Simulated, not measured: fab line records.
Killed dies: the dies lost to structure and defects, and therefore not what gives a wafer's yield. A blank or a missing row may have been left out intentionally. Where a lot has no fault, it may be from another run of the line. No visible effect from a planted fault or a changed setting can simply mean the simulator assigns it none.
A struck lot beside a sound one || flow sky130 || 25 steps out of a route of 708
Sound: these wafers, L289.2, L289.3, L289.6. Struck: wafer L294.4 (left out: L294.2, a lot-mate that was not struck); the cause follows at the end.
Each step with rows lists, per side, the tool, then ch with its chambers, then its first start. Under that, the readings that differ: sound wafers || struck wafers || difference of the means || sigmas: that difference in standard deviations of wafers without a fault.
alike: same words and numbers on both sides, and readings whose means sit less than 2 such deviations apart. not compared: any withheld reading, any reading some wafer has no value for, any bound like >300 that may hide the same value, and any number with overlapping values for which the record gives no deviation.
A row with sigmas, a row that says differs or no value, or rows on one side alone: a step with any of these is where the two part. Numbers that don't overlap but have no deviation are shown without sigmas and don't part them. A reading that every wafer of one side lacks parts them only if that side has two wafers or more.

SKY_VIA2_CMP_02: polishes SiO2.
  sound on cmp-01 ch 1,2, day 37 13:07; struck on cmp-01 ch 0, day 40 02:25
{"reading": "motor_current_A (A)", "sound": "12.1 13.5 12.8", "struck": 8.7, "difference": -4.1, "sigmas": -2}
SKY_VIA2_BOW_MEAS_03:
  sound on film_metro-01 at day 37 13:23; struck on film_metro-03 at day 40 02:44
  alike: VIA2_BOW
then, 8 steps without rows for these wafers: SKY_VIA2_DEHYDRATE_04 (time 60 s); SKY_VIA2_HMDS_05 (prime time 60 s); SKY_VIA2_COAT_06 (resist thk 60 nm); SKY_VIA2_COAT_07 (resist thk 450 nm); SKY_VIA2_SOFTBAKE_08 (time 90 s); SKY_VIA2_EXPOSE_09 (exposes mask VIM2, target cd 200 nm); SKY_VIA2_PEB_10; SKY_VIA2_DEVELOP_11 (develop time 60 s).
SKY_VIA2_CD_MEAS_12: target cd 200 nm.
  sound on cd_sem-01 at day 38 14:55; struck on cd_sem-02 at day 41 03:01
  alike: cd_nm
SKY_VIA2_OVL_MEAS_13:
  sound on overlay-01 at day 38 15:02; struck on overlay-02 at day 41 03:08
  alike: VIA2_OVL
SKY_VIA2_ETCH_14: etches BARC in N2/H2, stops on SiO2, time 45.9 s, target depth 60 nm.
  sound on rie_diel-03 ch 2,3, day 38 15:04; struck on rie_diel-03 ch 1, day 41 03:10
{"reading": "drypump_motor_current_A (A)", "sound": "4.8 5.6 4.8", "struck": 6.2, "difference": "+1.1", "sigmas": "+3"}
{"reading": "oes_product_au (a.u.)", "sound": "0.860 0.854 0.861", "struck": 0.794, "difference": -0.064, "sigmas": -14}
{"reading": "model.KrF-thick_of_VIA2_COAT_07.thk_nm (nm)", "sound": "389.7 390.8 391.5", "struck": 406.6, "difference": "+15.9", "sigmas": ""}
{"reading": "model.etch.depth_nm (nm)", "sound": "60.15 60.21 60.03", "struck": 52.51, "difference": -7.62, "sigmas": ""}
{"reading": "model.VIA2.cd_nm (nm)", "sound": "201.4 203.1 202.1", "struck": 199.7, "difference": -2.5, "sigmas": ""}
  alike: h2_flow_sccm, throttle_valve_pct
  not compared: rf_hours_counter_h
SKY_VIA2_ETCH_15: etches SiO2 in C4F8/O2/Ar, stops on TiN, target depth 546 nm, time 84 s.
  sound on rie_diel-03 ch 2,3, day 38 15:06; struck on rie_diel-03 ch 1, day 41 03:12
{"reading": "oes_product_au (a.u.)", "sound": "0.941 0.940 0.945", "struck": 0.378, "difference": -0.564, "sigmas": "-99 or more"}
{"reading": "model.KrF-thick_of_VIA2_COAT_07.thk_nm (nm)", "sound": "279.7 279.7 280", "struck": 297.9, "difference": "+18.1", "sigmas": ""}
  not compared: rf_hours_counter_h
SKY_VIA2_STRIP_16: strips in O2/N2.
  sound on plasma_asher-03 ch 0,1, day 38 15:10; struck on plasma_asher-03 ch 0, day 41 03:16
{"reading": "strip_time_to_endpoint_s (s)", "sound": "4.023 4.030 4.016", "struck": 4.222, "difference": "+0.199", "sigmas": "+10"}
  alike: drypump_motor_current_A, oes_product_au
  not compared: rf_hours_counter_h
then, 3 steps without rows for these wafers: SKY_VIA2_STRIP_17 (strips in post etch residue remover, time 1200 s); SKY_VIA2_CLEAN_18 (cleans in IPA, time 180 s); SKY_VIA2_CLEAN_19 (cleans in O3/DIW).
SKY_VIA2_SPUTTER_20: material TiN, target thk 20 nm, time 80 s.
  sound on pvd_sputter-03 at day 38 15:46; struck on pvd_sputter-03 at day 41 03:52
  alike: cathode_dc_power_W, throttle_valve_pct
SKY_VIA2_CVD_21: deposits W, target thk 420 nm, time 126.4 s.
  sound on cvd_w-02 ch 0,1, day 38 15:49; struck on cvd_w-01 ch 0, day 41 03:55
{"reading": "heater_power_w (W)", "sound": "885 896 906", "struck": 779, "difference": -117, "sigmas": -2}
  alike: susceptor_temp_C
SKY_VIA2_CMP_24: polishes, stops on SiO2, t overpolish 20 s, target thk 0 nm.
  sound on cmp-01 ch 0,1,3, day 38 16:08; struck on cmp-02 ch 1, day 41 04:14
  alike: motor_current_A, overpolish_run_s, time_to_endpoint_s
SKY_METAL3_SPUTTER_00: material Ti, target thk 15 nm, time 10 s.
  sound wafers here have rows in the record (pvd_sputter-04, day 38 16:26); struck ones have none
SKY_METAL3_SPUTTER_01: material TiN, target thk 20 nm, time 16.7 s.
  sound wafers here have rows in the record (pvd_sputter-04, day 38 16:27); struck ones have none
SKY_METAL3_SPUTTER_02: material AlCu, target thk 735 nm, time 39.1 s.
  sound wafers here have rows in the record (pvd_sputter-04, day 38 16:28); struck ones have none
-- the record jumps here: 8 days lie between the struck wafers' starts before and after (it left off in module METAL3 and takes up again in module PAD_OPEN, whose first step shown is number 708 of the route) --
SKY_PAD_OPEN_PROBE_99:
  sound on prober-01 at day 47 14:25; struck on prober-02 at day 49 13:10
{"reading": "model.etest.sram_pfet_latch.under_floor", "sound": "0 0 0", "struck": 1, "difference": "+1", "sigmas": ""}
{"reading": "model.etest.cap_thin_oxide.open", "sound": "0 0 0", "struck": 1, "difference": "+1", "sigmas": ""}
{"reading": "model.etest.diode_nwell_sub.under_floor", "sound": "0 0 0", "struck": 1, "difference": "+1", "sigmas": ""}
{"reading": "model.etest.pfet_01v8_lvt.under_floor", "sound": "0 0 0", "struck": 1, "difference": "+1", "sigmas": ""}
{"reading": "model.etest.res_poly.open", "sound": "0 0 0", "struck": 1, "difference": "+1", "sigmas": ""}
{"reading": "model.etest.tip_sonos.open", "sound": "0 0 0", "struck": 1, "difference": "+1", "sigmas": ""}
{"reading": "model.etest.sonos_erased.open", "sound": "0 0 0", "struck": 1, "difference": "+1", "sigmas": ""}
{"reading": "model.etest.cap_thick_oxide.under_floor", "sound": "0 0 0", "struck": 1, "difference": "+1", "sigmas": ""}

## WHERE THEY PART
First at SKY_VIA2_CMP_02; last, within this record, at SKY_METAL3_SPUTTER_02.

WHY: what the simulator had put in
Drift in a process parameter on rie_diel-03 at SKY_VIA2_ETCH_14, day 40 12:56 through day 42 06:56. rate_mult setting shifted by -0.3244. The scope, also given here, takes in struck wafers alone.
